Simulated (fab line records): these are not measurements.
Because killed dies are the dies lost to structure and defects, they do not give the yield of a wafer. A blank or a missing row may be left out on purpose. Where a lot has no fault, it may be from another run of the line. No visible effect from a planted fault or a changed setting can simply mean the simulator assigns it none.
Problem report, 8D (eight disciplines) form, completed by code || flow gf180mcu || the parts of the form that need people (team, actions taken, sign-off) are left out

1. THE PROBLEM
NSD_RS at GF_PSD_RS_MEAS_14 reads a mean of 47.24 ohm/sq on 3 wafers of 2 lots; wafers without a fault read 46.16 ohm/sq with a standard deviation of 0.091. That puts it +12 standard deviations away from the usual mean.
The step: measures by four-point-probe.
Seen first at day 17 00:34 on filmMetro-01, wafer L670.4. The record holds 38 wafers of 13 lots with a number at this step. Rule for "out" (also "out of limits"): further than 4 standard deviations from the usual mean. All remaining wafers that have a number are taken as sound.

2. WHAT THIS IS AND IS NOT
{"question": "which readings at this step", "is": "NSD_RS", "is not": "-"}
{"question": "which lots", "is": "L670, L672", "is not": "L662, L663, L666, L667, L678, L679, L681, L682, L683, L684, L685"}
{"question": "which wafers of those lots", "is": "L670.4, L670.6, L672.4", "is not": "L670.2, L672.2"}
{"question": "read on which gauges", "is": "filmMetro-01", "is not": "filmMetro-02, filmMetro-04"}
{"question": "when", "is": "from day 17 00:34", "is not": "up to then (13 sound wafers); but 22 sound wafers of L672, L678, L679, L681, L682, L683, L684, L685 came after"}

3. THE SUSPECTS, EACH WITH WHAT RULES IT OUT
Counting: a tool at a process step up to the reading stays a suspect if it ran every lot that is out. Sound lots after the first of them don't rule it out here, since some wafers of a struck lot are sound.
- the gauge at GF_PSD_RS_MEAS_14: ruled out. All the wafers that are out were read on filmMetro-01, but those of them that GF_PSD_RTA_13 has rows for are out there too, on other tools.
- rtpAnneal-02 at GF_PSD_RTA_13 (time 20 s): kept. Ran every lot that is out, first one L670 (day 17 00:29); last sound lot up to then L666 (day 15 22:43). Its own readings are out on those wafers: runLengthS.
After counting, what remains is rtpAnneal-02 at GF_PSD_RTA_13.

4. THE CAUSE (what the simulator had put in)
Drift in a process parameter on rtpAnneal-02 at GF_PSD_RTA_13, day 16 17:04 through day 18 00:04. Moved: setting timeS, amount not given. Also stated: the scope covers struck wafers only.
Counting left only this tool.

5. THE EFFECT CHAIN, in route order
One row per reading whose mean, taken over the struck wafers that have a number, lies over 3 standard deviations from the usual. Scope: only readings with a usual standard deviation given in the record; hours: median across lots of the time from each lot's start at the first step in this table that gives one to its start at this step; sigmas: change in usual standard deviations.
{"hours": 0, "step": "GF_PSD_RTA_13", "reading": "runLengthS", "usual": "48.40 s", "on struck wafers": 44.62, "change": -3.78, "sigmas": -16}
{"hours": 0, "step": "GF_PSD_RS_MEAS_14", "reading": "NSD_RS", "usual": "46.16 ohm/sq", "on struck wafers": 47.24, "change": "+1.08", "sigmas": "+12"}
{"hours": 4, "step": "GF_PSD_RS_MEAS_15", "reading": "PSD_RS", "usual": "108.59 ohm/sq", "on struck wafers": 111.63, "change": "+3.04", "sigmas": "+10"}
It contains these process steps:
- GF_PSD_RTA_13: time 20 s.
At these later measuring or inspecting steps, every struck wafer for which the step has a row has a number for every such reading, and none has moved that far: GF_M2_CD_MEAS_14, GF_M3_THK_MEAS_06, GF_V3_OVL_MEAS_15.

6. HOW IT WOULD HAVE BEEN CAUGHT EARLIER
Counted from the fault's start at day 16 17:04, it took 8 hours until the first out-of-limits reading at a measuring or inspecting step in this record, taken at day 17 00:34.
Tool's own readings at GF_PSD_RTA_13, runLengthS: out on all struck wafers the step has rows for; an alarm limit on them would have tripped on the first.
Of the lots that are out (2), L672 began GF_PSD_RTA_13 on rtpAnneal-02 after day 17 00:34. It would have been spared by a hold on the tool at that moment.
